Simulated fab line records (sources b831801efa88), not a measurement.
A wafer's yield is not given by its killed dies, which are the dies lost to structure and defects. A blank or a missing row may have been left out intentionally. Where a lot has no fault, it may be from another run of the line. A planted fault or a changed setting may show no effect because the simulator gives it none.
fab line records | flow sky130
record: lots: 24 wafers: 72 last_day: 50
route steps=708 shown LI_CONTACT@365 LOCAL_INTERCONNECT@398 CONTACT@406 VIA1@472 METAL2@487 METAL4@601
lots that met no fault: taken from a fault-free run of the same line
start_h: hours from the record's first day to the start of the lot's first wafer shown | wait_h: hours since the lot's step before | " same as the row above | L1.1+2: one row covering several wafers at once | - either no value or no given start | * or withheld: withheld | < > ~ a bound
route shown NAME@n: names a module that has steps shown in the file, with the first one's number in the route | usual: mean/standard deviation of fault-free wafers | same: alike in all rows | chamber/n: place in a boat | sites: readings site by site | _std_site: their standard deviation | _edge_site: the outer-site mean with the inner-site mean subtracted | radius_mm: how far each site lies from the wafer's centre | mask NAME#n: copy n | behind: the tool/chamber that last shaped the wafer | hold: why the lot was held/for how many hours/how that ended | device: names the non-switching transistor (n, p or np) | end of line: tests run on the same wafers once the route is complete | for a step that has no rows: nothing shown but its recipe | killed: dies that structure and defects cost at the first sort, which is not the same as the wafer's yield | map: shows each die of a wafer: x if killed, . if not, _ if none is there
set.NAME: the setting the step ran with; set.NAME@STEP: the setting that earlier step ran with | model.NAME: the simulator's own value behind a step, which no gauge read
the route's steps for a sample of lots (tables are steps, rows are wafers)
services: a tool's chamber out of use, with start hour (start_h, from the record's first day; less than 0 if before it), hours out, and reason
== steps ==
step: SKY_LI_CONTACT_BOW_MEAS_03
recipe: mode: bow
usual: LI_CONTACT_BOW: 57/7.3
columns lot.wafer tool chamber start_h wait_h LI_CONTACT_BOW[um]
L075.3 film_metro-02 - 689.58 0.3 54
L075.5 " - " " 55
L075.6 " - " " 57
L078.1 film_metro-02 - 690.42 0.1 54
L078.3 " - " " 50
L078.4 " - " " 45
L076.1 film_metro-01 - 695.27 0.2 64
L076.4 " - " " 57
L076.5 " - " " 54
L074.1 film_metro-02 - 695.68 0.1 59
L074.3 " - " " 63
L074.5 " - " " 73
L077.1 film_metro-04 - 700.32 0.1 56
L077.2 " - " " 61
L077.4 " - " " 52
L080.3 film_metro-04 - 708.97 0.2 54
L080.5 " - " " 63
L080.6 " - " " 67
L079.4 film_metro-01 - 709.43 0.2 48
L079.5 " - " " 57
L079.6 " - " " 71
L081.4 film_metro-02 - 713.44 0.2 57
L081.5 " - " " 58
L081.6 " - " " 54
L082.3 film_metro-01 - 723.92 0.3 57
L082.4 " - " " 51
L082.5 " - " " 53
L083.3 film_metro-04 - 735.67 0.3 80
L083.5 " - " " 54
L083.6 " - " " 52
L084.1 film_metro-01 - 743.03 0.1 47
L084.2 " - " " 54
L084.4 " - " " 40
L085.1 film_metro-02 - 744.23 0.1 56
L085.3 " - " " 53
L085.5 " - " " 59
L086.1 film_metro-01 - 754.57 0.1 58
L086.3 " - " " 58
L086.5 " - " " 49
L087.3 film_metro-01 - 760.82 0.1 51
L087.4 " - " " 52
L087.6 " - " " 45
L088.2 film_metro-02 - 765.14 0.2 60
L088.3 " - " " 65
L088.6 " - " " 47
L089.1 film_metro-04 - 775.32 0.1 69
L089.2 " - " " 64
L089.3 " - " " 65
L090.1 film_metro-02 - 785.52 0.2 60
L090.2 " - " " 50
L090.6 " - " " 62
L091.1 film_metro-04 - 789.62 0.2 48
L091.3 " - " " 59
L091.4 " - " " 58
L092.1 film_metro-01 - 797.93 0.2 68
L092.4 " - " " 43
L092.6 " - " " 51
L093.1 film_metro-01 - 805.12 0.1 68
L093.2 " - " " 56
L093.4 " - " " 67
L094.2 film_metro-02 - 817.64 0.3 54
L094.3 " - " " 60
L094.4 " - " " 60
L095.4 film_metro-01 - 823.33 0.3 66
L095.5 " - " " 62
L095.6 " - " " 56
L096.1 film_metro-02 - 824.97 0.1 58
L096.3 " - " " 52
L096.4 " - " " 62
L097.2 film_metro-01 - 833.56 0.2 62
L097.3 " - " " 52
L097.6 " - " " 45
step: SKY_LOCAL_INTERCONNECT_CD_MEAS_11
recipe: target_cd_nm: 170
usual: cd_nm: 169.8/1.4
columns lot.wafer tool chamber start_h wait_h cd_nm
L075.3 cd_sem-01 - 746.54 - 166.0
L075.5 " - " " 166.1
L075.6 " - " " 168.2
L078.1 cd_sem-02 - 748.07 - 168.9
L078.3 " - " " 168.6
L078.4 " - " " 168.7
L076.1 cd_sem-02 - 752.99 - 171.6
L076.4 " - " " 171.2
L076.5 " - " " 171.3
L074.1 cd_sem-01 - 753.25 - 170.9
L074.3 " - " " 170.1
L074.5 " - " " 170.3
L077.1 cd_sem-02 - 756.59 - 169.5
L077.2 " - " " 169.8
L077.4 " - " " 168.8
L080.3 cd_sem-01 - 764.73 - 170.1
L080.5 " - " " 170.1
L080.6 " - " " 168.7
L079.4 cd_sem-02 - 765.56 - 170.6
L079.5 " - " " 171.3
L079.6 " - " " 170.2
L081.4 cd_sem-02 - 769.56 - 171.0
L081.5 " - " " 169.8
L081.6 " - " " 170.2
L082.3 cd_sem-02 - 778.33 - 170.8
L082.4 " - " " 171.5
L082.5 " - " " 171.1
L083.3 cd_sem-02 - 789.84 - 169.2
L083.5 " - " " 169.4
L083.6 " - " " 167.5
L084.1 cd_sem-02 - 797.66 - 172.0
L084.2 " - " " 171.9
L084.4 " - " " 170.7
L085.1 cd_sem-02 - 798.75 - 168.6
L085.3 " - " " 168.6
L085.5 " - " " 167.5
L086.1 cd_sem-02 - 809.91 - 170.4
L086.3 " - " " 170.5
L086.5 " - " " 171.1
L087.3 cd_sem-02 - 814.68 - 169.1
L087.4 " - " " 167.8
L087.6 " - " " 168.4
L088.2 cd_sem-02 - 820.65 - 171.2
L088.3 " - " " 168.8
L088.6 " - " " 169.6
L089.1 cd_sem-02 - 829.24 - 167.1
L089.2 " - " " 167.0
L089.3 " - " " 167.0
L090.1 cd_sem-02 - 839.14 - 169.8
L090.2 " - " " 169.3
L090.6 " - " " 171.9
L091.1 cd_sem-02 - 843.82 - 169.5
L091.3 " - " " 168.6
L091.4 " - " " 166.5
L092.1 cd_sem-02 - 851.57 - 172.1
L092.4 " - " " 170.7
L092.6 " - " " 171.6
L093.1 cd_sem-02 - 859.15 - 170.6
L093.2 " - " " 171.1
L093.4 " - " " 170.5
L094.2 cd_sem-02 - 871.66 - 169.2
L094.3 " - " " 169.2
L094.4 " - " " 169.0
L095.4 cd_sem-02 - 876.66 - 169.2
L095.5 " - " " 168.8
L095.6 " - " " 168.8
L096.1 cd_sem-02 - 878.56 - 170.9
L096.3 " - " " 172.2
L096.4 " - " " 171.8
L097.2 cd_sem-02 - 887.42 - 169.8
L097.3 " - " " 168.9
L097.6 " - " " 169.9
step: SKY_CONTACT_CVD_00
recipe: material: Si3N4 target_thk_nm: 75 temp_c: 400 time_s: withheld rf_w: 450
usual: heater_power_w: 765/110
columns lot.wafer tool chamber start_h wait_h heater_power_w
L075.3 pecvd-03 2 747.80 0.0 679
L075.5 " 1 " " 852
L075.6 " 2 " " 687
L078.1 pecvd-02 2 748.99 0.0 597
L078.3 " 1 " " 791
L078.4 " 0 " " 741
L076.1 pecvd-02 0 753.89 0.0 756
L076.4 " 0 " " 777
L076.5 " 2 " " 612
L074.1 pecvd-04 2 754.12 0.0 639
L074.3 " 0 " " 867
L074.5 " 0 " " 879
L077.1 pecvd-03 2 757.55 0.0 648
L077.2 " 1 " " 803
L077.4 " 1 " " 796
L080.3 pecvd-04 1 765.61 0.0 901
L080.5 " 1 " " 930
L080.6 " 0 " " 906
L079.4 pecvd-04 1 766.44 0.0 825
L079.5 " 0 " " 946
L079.6 " 1 " " 831
L081.4 pecvd-03 2 770.43 0.0 642
L081.5 " 0 " " 901
L081.6 " 1 " " 697
L082.3 pecvd-04 1 779.18 0.0 898
L082.4 " 1 " " 897
L082.5 " 0 " " 931
L083.3 pecvd-02 1 790.72 0.0 819
L083.5 " 1 " " 828
L083.6 " 0 " " 808
L084.1 pecvd-04 0 798.53 0.0 816
L084.2 " 1 " " 761
L084.4 " 1 " " 805
L085.1 pecvd-03 2 799.61 0.0 740
L085.3 " 0 " " 812
L085.5 " 0 " " 818
L086.1 pecvd-04 1 810.78 0.0 884
L086.3 " 2 " " 636
L086.5 " 2 " " 658
L087.3 pecvd-03 2 815.50 0.0 737
L087.4 " 2 " " 738
L087.6 " 0 " " 718
L088.2 pecvd-03 2 821.49 0.0 623
L088.3 " 0 " " 913
L088.6 " 1 " " 822
L089.1 pecvd-02 0 830.11 0.0 703
L089.2 " 2 " " 537
L089.3 " 0 " " 699
L090.1 pecvd-02 2 840.01 0.0 552
L090.2 " 0 " " 783
L090.6 " 0 " " 793
L091.1 pecvd-02 0 844.73 0.0 801
L091.3 " 2 " " 597
L091.4 " 0 " " 800
L092.1 pecvd-03 0 852.46 0.0 836
L092.4 " 2 " " 684
L092.6 " 0 " " 878
L093.1 pecvd-04 1 860.01 0.0 935
L093.2 " 2 " " 558
L093.4 " 0 " " 864
L094.2 pecvd-04 1 872.62 0.0 861
L094.3 " 2 " " 576
L094.4 " 2 " " 572
L095.4 pecvd-03 2 877.52 0.0 673
L095.5 " 0 " " 775
L095.6 " 1 " " 718
L096.1 pecvd-02 1 879.47 0.0 791
L096.3 " 2 " " 599
L096.4 " 1 " " 797
L097.2 pecvd-03 0 888.33 0.0 832
L097.3 " 1 " " 719
L097.6 " 2 " " 725
step: SKY_VIA1_ETCH_14
recipe: chemistry: N2/H2 target: BARC ion_energy_ev: 200 source_w: 500 bias_w: 100 pressure_mtorr: 30 n2_flow_sccm: 100 h2_flow_sccm: 200 stop_on: SiO2 time_s: 45.9 target_depth_a: 600
usual: drypump_motor_current_A: 5.9/0.44 oes_product_au: 0.855/0.0048 throttle_valve_pct: 13.225/0.009
columns lot.wafer tool chamber start_h wait_h drypump_motor_current_A oes_product_au rf_hours_counter_h throttle_valve_pct
L075.3 rie_diel-02 2 831.36 0.0 5.3 0.851 15 13.229
L075.5 " 3 " " 5.7 0.852 - 13.225
L075.6 " 2 " " 5.3 0.846 - 13.240
L078.1 rie_diel-01 2 832.08 0.0 5.7 0.857 19 13.225
L078.3 " 3 " " 5.1 0.866 12 13.217
L078.4 " 1 " " 6.0 0.852 25 13.232
L076.1 rie_diel-02 1 838.33 0.0 6.5 0.853 9 13.222
L076.4 " 2 " " 5.4 0.852 15 13.226
L076.5 " 1 " " 6.5 0.848 - 13.228
L074.1 rie_diel-01 3 838.45 0.0 5.1 0.856 12 13.224
L074.3 " 2 " " 5.7 0.852 19 13.227
L074.5 " 0 " " 6.2 0.853 - 13.239
L077.1 rie_diel-03 3 840.71 0.0 6.4 0.865 11 13.232
L077.2 " 2 " " 6.5 0.849 4 13.214
L077.4 " 1 " " 5.9 0.856 23 13.210
L080.3 rie_diel-02 1 848.76 0.0 6.5 0.866 10 13.234
L080.5 " 0 " " 5.8 0.858 - 13.224
L080.6 " 3 " " 5.7 0.849 - 13.217
L079.4 rie_diel-01 1 850.45 0.0 6.1 0.853 25 13.233
L079.5 " 0 " " 6.2 0.854 - 13.223
L079.6 " 3 " " 5.1 0.852 - 13.225
L081.4 rie_diel-02 0 854.33 0.0 5.8 0.855 - 13.238
L081.5 " 3 " " 5.7 0.856 - 13.236
L081.6 " 2 " " 5.3 0.863 - 13.218
L082.3 rie_diel-03 3 863.31 0.0 6.4 0.858 12 13.222
L082.4 " 3 " " 6.3 0.846 - 13.233
L082.5 " 0 " " 6.1 0.859 - 13.224
L083.3 rie_diel-01 1 872.65 0.0 6.1 0.859 26 13.244
L083.5 " 3 " " 5.1 0.856 - 13.234
L083.6 " 1 " " 6.1 0.851 - 13.217
L084.1 rie_diel-02 2 879.90 0.0 5.4 0.854 16 13.239
L084.2 " 1 " " 6.5 0.854 10 13.232
L084.4 " 3 " " 5.7 0.857 7 13.227
L085.1 rie_diel-01 3 882.52 0.0 5.1 0.857 14 13.223
L085.3 " 0 " " 6.2 0.860 6 13.217
L085.5 " 2 " " 5.7 0.858 - 13.222
L086.1 rie_diel-03 2 893.07 0.0 6.5 0.854 5 13.235
L086.3 " 0 " " 6.1 0.855 18 13.235
L086.5 " 1 " " 5.9 0.859 - 13.218
L087.3 rie_diel-02 3 897.30 0.0 5.7 0.867 8 13.231
L087.4 " 2 " " 5.3 0.857 17 13.224
L087.6 " 0 " " 5.8 0.849 - 13.239
L088.2 rie_diel-02 1 901.61 0.0 6.5 0.858 11 13.229
L088.3 " 3 " " 5.7 0.854 8 13.235
L088.6 " 1 " " 6.5 0.858 - 13.230
L089.1 rie_diel-03 0 911.05 0.0 6.1 0.857 18 13.225
L089.2 " 2 " " 6.5 0.854 6 13.203
L089.3 " 3 " " 6.3 0.846 13 13.221
L090.1 rie_diel-02 0 924.10 0.0 5.8 0.859 20 13.229
L090.2 " 1 " " 6.5 0.846 12 13.211
L090.6 " 0 " " 5.8 0.861 - 13.218
L091.1 rie_diel-01 0 924.75 0.0 6.2 0.857 8 13.232
L091.3 " 3 " " 5.1 0.867 15 13.224
L091.4 " 1 " " 6.1 0.861 28 13.226
L092.1 rie_diel-02 3 931.06 0.0 5.7 0.859 9 13.219
L092.4 " 1 " " 6.5 0.855 12 13.226
L092.6 " 1 " " 6.5 0.849 - 13.223
L093.1 rie_diel-01 2 937.80 0.0 5.7 0.853 21 13.213
L093.2 " 3 " " 5.1 0.859 15 13.209
L093.4 " 1 " " 6.1 0.853 28 13.211
L094.2 rie_diel-01 2 951.05 0.0 5.8 0.860 22 13.228
L094.3 " 1 " " 6.0 0.857 28 13.211
L094.4 " 3 " " 5.1 0.862 16 13.226
L095.4 rie_diel-03 1 956.21 0.0 5.9 0.862 0 13.214
L095.5 " 3 " " 6.3 0.858 - 13.231
L095.6 " 0 " " 6.2 0.855 - 13.220
L096.1 rie_diel-02 0 957.32 0.0 5.8 0.850 21 13.213
L096.3 " 2 " " 5.3 0.856 18 13.230
L096.4 " 3 " " 5.7 0.853 10 13.220
L097.2 rie_diel-02 3 965.66 0.0 5.7 0.852 10 13.217
L097.3 " 0 " " 5.8 0.860 22 13.231
L097.6 " 2 " " 5.3 0.856 - 13.222
step: SKY_METAL2_SPUTTER_04
recipe: material: TiN target_thk_nm: 70 power_w: 6500 time_s: 56.74 chamber_pressure_pa: 0.4
usual: throttle_valve_pct: 30.3/1.2
columns lot.wafer tool chamber start_h wait_h throttle_valve_pct
L075.3 pvd_sputter-01 - 832.76 0.0 29.4
L075.5 " - " " 31.3
L075.6 " - " " 30.9
L078.1 pvd_sputter-04 - 833.55 0.0 28.5
L078.3 " - " " 31.7
L078.4 " - " " 30.8
L076.1 pvd_sputter-01 - 839.92 0.0 29.2
L076.4 " - " " 30.6
L076.5 " - " " 30.7
L074.1 pvd_sputter-04 - 839.92 0.0 28.8
L074.3 " - " " 31.0
L074.5 " - " " 28.3
L077.1 pvd_sputter-01 - 842.13 0.0 31.8
L077.2 " - " " 30.7
L077.4 " - " " 31.1
L080.3 pvd_sputter-01 - 850.24 0.0 31.6
L080.5 " - " " 30.4
L080.6 " - " " 30.9
L079.4 pvd_sputter-01 - 851.89 0.0 32.0
L079.5 " - " " 29.7
L079.6 " - " " 32.0
L081.4 pvd_sputter-03 - 855.72 0.0 28.3
L081.5 " - " " 31.7
L081.6 " - " " 28.4
L082.3 pvd_sputter-03 - 864.72 0.0 31.7
L082.4 " - " " 29.9
L082.5 " - " " 28.5
L083.3 pvd_sputter-01 - 874.16 0.0 29.9
L083.5 " - " " 29.9
L083.6 " - " " 30.4
L084.1 pvd_sputter-03 - 881.34 0.0 28.5
L084.2 " - " " 30.0
L084.4 " - " " 29.1
L085.1 pvd_sputter-01 - 883.93 0.0 29.7
L085.3 " - " " 31.0
L085.5 " - " " 31.6
L086.1 pvd_sputter-03 - 894.50 0.0 31.9
L086.3 " - " " 28.4
L086.5 " - " " 29.7
L087.3 pvd_sputter-01 - 898.73 0.0 29.5
L087.4 " - " " 30.7
L087.6 " - " " 30.8
L088.2 pvd_sputter-03 - 903.01 0.0 30.1
L088.3 " - " " 32.0
L088.6 " - " " 29.2
L089.1 pvd_sputter-03 - 912.46 0.0 31.9
L089.2 " - " " 29.9
L089.3 " - " " 28.4
L090.1 pvd_sputter-01 - 925.55 0.0 31.9
L090.2 " - " " 30.8
L090.6 " - " " 30.9
L091.1 pvd_sputter-04 - 926.20 0.0 28.6
L091.3 " - " " 31.5
L091.4 " - " " 31.0
L092.1 pvd_sputter-04 - 932.55 0.0 30.6
L092.4 " - " " 28.7
L092.6 " - " " 28.6
L093.1 pvd_sputter-01 - 939.21 0.0 29.6
L093.2 " - " " 31.8
L093.4 " - " " 31.1
L094.2 pvd_sputter-04 - 952.45 0.0 31.2
L094.3 " - " " 28.5
L094.4 " - " " 31.8
L095.4 pvd_sputter-01 - 957.61 0.0 30.5
L095.5 " - " " 30.6
L095.6 " - " " 32.0
L096.1 pvd_sputter-03 - 959.11 0.0 28.4
L096.3 " - " " 29.5
L096.4 " - " " 31.9
L097.2 pvd_sputter-01 - 967.10 0.0 31.0
L097.3 " - " " 29.5
L097.6 " - " " 29.5
step: SKY_METAL4_SPUTTER_03
recipe: material: Ti target_thk_nm: 5 power_w: 3000 time_s: 3.3 chamber_pressure_pa: 0.4
usual: throttle_valve_pct: 30.1/1.1
columns lot.wafer tool chamber start_h wait_h throttle_valve_pct
L075.3 pvd_sputter-01 - 964.29 0.0 31.8
L075.5 " - " " 32.0
L075.6 " - " " 29.7
L078.1 pvd_sputter-03 - 965.69 0.0 28.5
L078.3 " - " " 32.0
L078.4 " - " " 29.9
L076.1 pvd_sputter-02 - 970.51 0.0 29.2
L076.4 " - " " 30.7
L076.5 " - " " 30.6
L074.1 pvd_sputter-03 - 971.83 0.0 29.7
L074.3 " - " " 32.0
L074.5 " - " " 31.9
L077.1 pvd_sputter-02 - 974.56 0.0 29.4
L077.2 " - " " 31.1
L077.4 " - " " 29.3
L080.3 pvd_sputter-01 - 978.94 0.0 32.0
L080.5 " - " " 30.8
L080.6 " - " " 31.9
L079.4 pvd_sputter-03 - 984.40 0.0 28.5
L079.5 " - " " 30.2
L079.6 " - " " 28.7
L081.4 pvd_sputter-02 - 986.90 0.0 29.3
L081.5 " - " " 29.3
L081.6 " - " " 31.4
L082.3 pvd_sputter-02 - 994.77 0.0 31.2
L082.4 " - " " 30.6
L082.5 " - " " 31.4
L083.3 pvd_sputter-03 - 1003.14 0.0 29.2
L083.5 " - " " 28.5
L083.6 " - " " 31.8
L084.1 pvd_sputter-01 - 1009.49 0.0 30.5
L084.2 " - " " 31.6
L084.4 " - " " 29.8
L085.1 pvd_sputter-02 - 1013.42 0.0 30.8
L085.3 " - " " 29.4
L085.5 " - " " 31.0
L086.1 pvd_sputter-03 - 1022.07 0.0 29.1
L086.3 " - " " 28.4
L086.5 " - " " 29.3
L087.3 pvd_sputter-03 - 1024.99 0.0 29.8
L087.4 " - " " 31.8
L087.6 " - " " 28.2
L088.2 pvd_sputter-03 - 1028.99 0.0 31.6
L088.3 " - " " 29.3
L088.6 " - " " 29.2
L089.1 pvd_sputter-02 - 1036.20 0.0 29.3
L089.2 " - " " 30.7
L089.3 " - " " 31.3
L090.1 pvd_sputter-01 - 1049.98 0.0 31.0
L090.2 " - " " 31.8
L090.6 " - " " 29.7
L091.1 pvd_sputter-02 - 1050.96 0.0 29.3
L091.3 " - " " 31.4
L091.4 " - " " 29.5
L092.1 pvd_sputter-02 - 1055.18 0.0 29.3
L092.4 " - " " 31.0
L092.6 " - " " 29.5
L093.1 pvd_sputter-02 - 1061.35 0.0 29.3
L093.2 " - " " 30.5
L093.4 " - " " 31.1
L094.2 pvd_sputter-01 - 1072.97 0.0 30.9
L094.3 " - " " 32.0
L094.4 " - " " 29.6
L095.4 pvd_sputter-02 - 1076.94 0.0 29.7
L095.5 " - " " 29.2
L095.6 " - " " 29.6
L096.1 pvd_sputter-02 - 1080.74 0.0 29.7
L096.3 " - " " 31.1
L096.4 " - " " 29.1
L097.2 pvd_sputter-03 - 1088.06 0.0 31.9
L097.3 " - " " 29.0
L097.6 " - " " 32.0
== services ==
columns tool chamber start_h hours kind
pecvd-03 1 727.57 5.6 repair
rie_diel-02 0 730.14 5.7 repair
pvd_sputter-02 - 735.36 1.2 repair
pecvd-03 0 752.66 6.3 repair
rie_diel-02 0 755.21 2.1 repair
pvd_sputter-02 - 783.15 2.0 repair
pvd_sputter-03 - 792.72 2.6 repair
rie_diel-02 - 804.44 15.2 repair
rie_diel-01 - 822.17 1.6 repair
rie_diel-01 - 823.73 0.3 repair
rie_diel-01 0 829.36 2.4 repair
pvd_sputter-01 - 849.05 0.9 repair
rie_diel-02 1 849.71 6.3 repair
rie_diel-01 2 862.50 14.0 repair
pvd_sputter-03 - 883.22 1.0 repair
rie_diel-01 3 903.31 7.0 repair
pvd_sputter-03 - 939.55 3.3 repair
rie_diel-02 2 941.32 6.2 repair
rie_diel-02 3 967.10 8.3 repair
pecvd-04 - 984.32 0.6 repair
pvd_sputter-02 - 1008.85 1.6 repair
rie_diel-02 3 1014.20 1.8 repair
pvd_sputter-01 - 1040.28 6.3 repair
rie_diel-02 3 1086.40 4.4 repair
== key ==
fault none
